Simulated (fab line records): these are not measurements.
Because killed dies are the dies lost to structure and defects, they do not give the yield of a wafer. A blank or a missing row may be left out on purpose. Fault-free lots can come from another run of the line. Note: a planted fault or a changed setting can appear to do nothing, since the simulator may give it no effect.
Struck lot and sound lot, side by side / flow sky130 / 17 out of 708 route steps
Sound: these wafers, L612.3, L612.4, L612.6. The struck wafers were L615.1, L615.4, L615.5. Last of all comes the cause.
Per side, at each step with rows, come the tool, then ch with its chambers, and then its first start. Under that, the readings that differ: sound wafers / struck wafers / difference of the means / sigmas: that difference in standard deviations of wafers without a fault.
alike: readings with means less than 2 such deviations apart, plus words and numbers identical on both sides. not compared: withheld readings, readings lacking a value on some wafer, bounds such as >300 that could conceal the same value, and numbers that have no deviation in the record and whose values overlap.
A row with sigmas, a row that says differs or no value, or rows on one side alone: a step with any of these is where the two part. Numbers that have no deviation but don't overlap get no sigmas and don't part them. A reading that every wafer of one side lacks parts them only if that side has two wafers or more.

first, 1 step without rows for these wafers: SKY_VT_ADJUST_NCORE_IMPLANT_09.
SKY_VT_ADJUST_NCORE_STRIP_10: strips in O2/N2.
  sound on plasmaAsher-03 ch 0,1, day 11 08:59; struck on plasmaAsher-03 ch 0,1, day 12 09:04
  alike: drypumpMotorCurrentA, oesProductAu, stripTimeToEndpointS
  not compared: rfHoursCounterH
SKY_VT_ADJUST_NCORE_TW_MEAS_11:
  sound on filmMetro-02, day 11 09:05; struck on filmMetro-02, day 12 09:10
  alike: VT_ADJUST_NCORE_TW
then, 7 steps without rows for these wafers: SKY_VT_ADJUST_HVTR_DEHYDRATE_00 (time 60 s); SKY_VT_ADJUST_HVTR_HMDS_01 (prime time 60 s); SKY_VT_ADJUST_HVTR_COAT_02 (resist thk 1140 nm); SKY_VT_ADJUST_HVTR_SOFTBAKE_03 (time 60 s); SKY_VT_ADJUST_HVTR_EXPOSE_04 (exposes mask HVTRM, target cd 380 nm); SKY_VT_ADJUST_HVTR_PEB_05; SKY_VT_ADJUST_HVTR_DEVELOP_06 (develop time 60 s).
SKY_VT_ADJUST_HVTR_CD_MEAS_07 targets a cd of 380 nm.
  sound on cdSem-01, day 12 08:29; struck on cdSem-02, day 13 09:42
  alike: cdNm
SKY_VT_ADJUST_HVTR_OVL_MEAS_08:
  sound on overlay-01, day 12 08:35; struck on overlay-01, day 13 09:49
  alike: VT_ADJUST_HVTR_OVL
SKY_VT_ADJUST_HVTR_IMPLANT_09:
  sound on implanter-03 ch 0, day 12 08:40; struck on implanter-02 ch 0, day 13 10:10
  alike: endStationPressureTorr
SKY_VT_ADJUST_HVTR_STRIP_10: strips in O2/N2.
  sound on plasmaAsher-02 ch 0,1, day 12 08:47; struck on plasmaAsher-04 ch 0,1, day 13 10:19
reading=drypumpMotorCurrentA (A); sound=5.4 5.2 5.4; struck=5.8 6.1 6.1; difference=+0.7; sigmas=+2
  alike: oesProductAu, stripTimeToEndpointS
  not compared: rfHoursCounterH
SKY_VT_ADJUST_HVTR_TW_MEAS_11:
  sound on filmMetro-04, day 12 08:53; struck on filmMetro-01, day 13 10:25
reading=VT_ADJUST_HVTR_TW; sound=215.3 214.6 213.6; struck=253.1 251.7 253.8; difference=+38.4; sigmas=+14
then, 1 step without rows for these wafers: SKY_VT_ADJUST_PCH_DEHYDRATE_00 (time 60 s).
-- record jumps: 35 days separate the struck wafers' starts on either side; left off in module VT_ADJUST_PCH, taken up again in module PAD_OPEN, whose first shown step is the route's number 708 --
SKY_PAD_OPEN_PROBE_99:
  sound on prober-01, day 48 06:31; struck on prober-01, day 48 20:50
reading=model.etest.pfet_01v8_mvt.driveUaUm; sound=149.6 152.8 147.7; struck=191.1 189.7 189.8; difference=+40.2; sigmas=
reading=model.etest.pfet_01v8_mvt.offLog10AUm; sound=-10.56 -10.62 -10.59; struck=-6.579 -6.821 -6.728; difference=+3.881; sigmas=
reading=model.etest.pfet_01v8_mvt.vtSatV (V); sound=-0.5589 -0.5523 -0.5598; struck=-0.1303 -0.1517 -0.1387; difference=+0.4168; sigmas=
reading=model.etest.pfet_01v8_mvt.vtV (V); sound=-0.6471 -0.6449 -0.6449; struck=-0.2671 -0.2886 -0.2803; difference=+0.3670; sigmas=
reading=model.etest.pfet_01v8_mvt.vtLongV (V); sound=-0.8515 -0.8514 -0.8491; struck=-0.5235 -0.5468 -0.5369; difference=+0.3149; sigmas=
reading=model.etest.pfet_01v8_mvt.bodyRiseV (V); sound=-0.1957 -0.1937 -0.1966; struck=-0.2341 -0.2292 -0.2299; difference=-0.0357; sigmas=
  alike: killed_at_M0_to_M3, killed_at_M4_up, killedAtContacts, killedAtFrontEnd, killedAtOther, killedDies, killedOpen, killedShort

== WHERE THEY PART ==
Last at SKY_VT_ADJUST_HVTR_TW_MEAS_11 as far as this record goes, first at SKY_VT_ADJUST_HVTR_STRIP_10. Later steps at which nothing parts them and some readings are alike: SKY_PAD_OPEN_PROBE_99.

WHY: what the simulator had put in
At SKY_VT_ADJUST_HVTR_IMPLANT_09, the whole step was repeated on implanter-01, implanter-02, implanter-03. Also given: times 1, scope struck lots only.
